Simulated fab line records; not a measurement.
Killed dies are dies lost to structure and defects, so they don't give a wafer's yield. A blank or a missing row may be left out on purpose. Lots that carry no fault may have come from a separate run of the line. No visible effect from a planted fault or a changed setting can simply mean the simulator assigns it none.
Problem report in the 8D (eight disciplines) form, filled by code / flow gf180mcu / the parts of the form that need people (team, actions taken, sign-off) are left out

== 1. THE PROBLEM ==
Mean of time-to-endpoint-s at GF_V1_CMP_04: 26 s across 2 wafers in 2 lots; on wafers with no fault it is 85 s (standard deviation 6). Measured from the usual mean, that is -9.8 standard deviations.
The step: polishes SiO2.
First observed at day 20 03:57: wafer L668.6, on cmp-02. The record has a number at this step for 35 wafers belonging to 13 lots. By rule, "out" or "out of limits" means more than 4 standard deviations away from the usual mean. All remaining wafers that have a number are taken as sound.

== 2. WHAT IT IS, AND WHAT IT ISN'T ==
question=which readings at this step | is=time-to-endpoint-s | is not=motor-current-A
question=which lots | is=L668, L669 | is not=L660, L661, L662, L663, L664, L666, L670, L674, L676, L678, L680
question=which wafers of those lots | is=all that have a number | is not=-
question=read on which tools | is=cmp-02 | is not=cmp-01
question=when | is=from day 20 03:57 | is not=up to then (18 sound wafers); but 15 sound wafers of L670, L674, L676, L678, L680 came after

== 3. SUSPECTS, AND WHAT RULES EACH OUT ==
Counting: a tool at any process step up to the reading remains a suspect when it ran all the lots that are out and ran no sound lot after the first of those.
- cmp-02 at GF_V1_CMP_04 (polishes SiO2): kept. It processed each lot that is out, first L668 at day 20 03:57, and no sound lot thereafter; up to then, the last sound lot it processed was L666 at day 19 05:40. On those wafers its own readings are out: time-to-endpoint-s.
The count leaves cmp-02 at GF_V1_CMP_04.

== 4. THE CAUSE (what the simulator had put in) ==
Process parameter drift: cmp-02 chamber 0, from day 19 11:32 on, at GF_V1_CMP_04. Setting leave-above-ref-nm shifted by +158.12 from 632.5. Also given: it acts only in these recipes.
The count eliminated every tool but this one.

== 5. THE EFFECT CHAIN, in route order ==
Each row: a reading where the mean over the struck wafers with a number is more than 3 standard deviations away from the usual. Only readings for which the record gives a usual standard deviation are gone through. hours: the time from each lot's start at the first step in this table that gives one to its start at this step, as a median over the lots. sigmas: the change in usual standard deviations.
hours=0; step=GF_V1_CMP_04; reading=time-to-endpoint-s; usual=85 s; on struck wafers=26; change=-59; sigmas=-9.8
hours=-; step=GF_V1_ETCH_17; reading=oes-product-au; usual=0.856 a.u.; on struck wafers=0.970; change=+0.114; sigmas=+25
Process steps it contains:
- GF_V1_CMP_04: polishes SiO2.
- GF_V1_ETCH_17: etches SiO2 in C4F8/O2/Ar, stops on TiN, target depth 630 nm.

== 6. HOW IT WOULD HAVE BEEN CAUGHT EARLIER ==
In this record no reading fell out of limits until day 20 03:57, 16 hours after the fault had begun at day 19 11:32.
